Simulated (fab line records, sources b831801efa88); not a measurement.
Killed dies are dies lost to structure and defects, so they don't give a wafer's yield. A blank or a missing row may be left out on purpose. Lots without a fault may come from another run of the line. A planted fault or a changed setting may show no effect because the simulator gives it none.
Which tool did it? | flow sky130 | 6 lots, 18 wafers sampled, at 3 steps of a route of 708

WHAT THE GAUGES READ, wafer by wafer
SKY_PASSIVATION_THK_MEAS_01.
lot  | measured     | on            | PASSIVATION_CVD_00_THK (nm)
L206 | day 45 06:34 | film_metro-04 | 88.9 89.9 89.4
L209 | day 45 06:56 | film_metro-04 | 90.9 90.3 91.1
L212 | day 45 19:47 | film_metro-03 | 89.4 88.7 88.9
L214 | day 46 01:50 | film_metro-04 | 88.7 93.4 90.7
L215 | day 46 10:02 | film_metro-03 | 88.5 88.9 89.5
L228 | day 49 10:24 | film_metro-03 | 89.5 92.2 90.5

WHICH TOOL RAN EACH LOT (tool, then ch and the chambers of the sampled wafers, then the start)
lot  | SKY_POLY_GATE_STRIP_18               | SKY_METAL5_SPUTTER_03
L206 | plasma_asher-03 ch 0,1, day 17 21:47 | pvd_sputter-01, day 44 01:52
L209 | plasma_asher-03 ch 0,1, day 17 23:41 | pvd_sputter-03, day 44 04:15
L212 | plasma_asher-02 ch 0,1, day 19 04:14 | pvd_sputter-03, day 44 22:41
L214 | plasma_asher-02 ch 1, day 19 17:17   | pvd_sputter-02, day 45 05:05
L215 | plasma_asher-04 ch 0,1, day 20 07:41 | pvd_sputter-01, day 45 12:56
L228 | plasma_asher-03 ch 0,1, day 24 16:41 | pvd_sputter-03, day 48 16:03
- SKY_POLY_GATE_STRIP_18: strips in O2/N2.
- SKY_METAL5_SPUTTER_03: material Ti, target thk 5 nm, time 3.3 s.

THE ANSWER, worked out from the rows above alone
Rule: what is usual is taken from the lots themselves. Put in order of their means at a reading, lots are off if they are a third of the lots or fewer, leave a main group of 4 or more, and stand apart from it by a gap of 3 or more times the standard deviation of the main group's means; of several such gaps the widest counts. A main group whose means are all the same, to the digits that the tables above print for the reading, isn't used. A lot without any number at a reading at which 4 lots or more have one is off too. The other lots that the step has rows for count as sound.
No lot is off at any reading shown: from this, nothing can be told.

WHAT THE SIMULATOR HAD PUT IN
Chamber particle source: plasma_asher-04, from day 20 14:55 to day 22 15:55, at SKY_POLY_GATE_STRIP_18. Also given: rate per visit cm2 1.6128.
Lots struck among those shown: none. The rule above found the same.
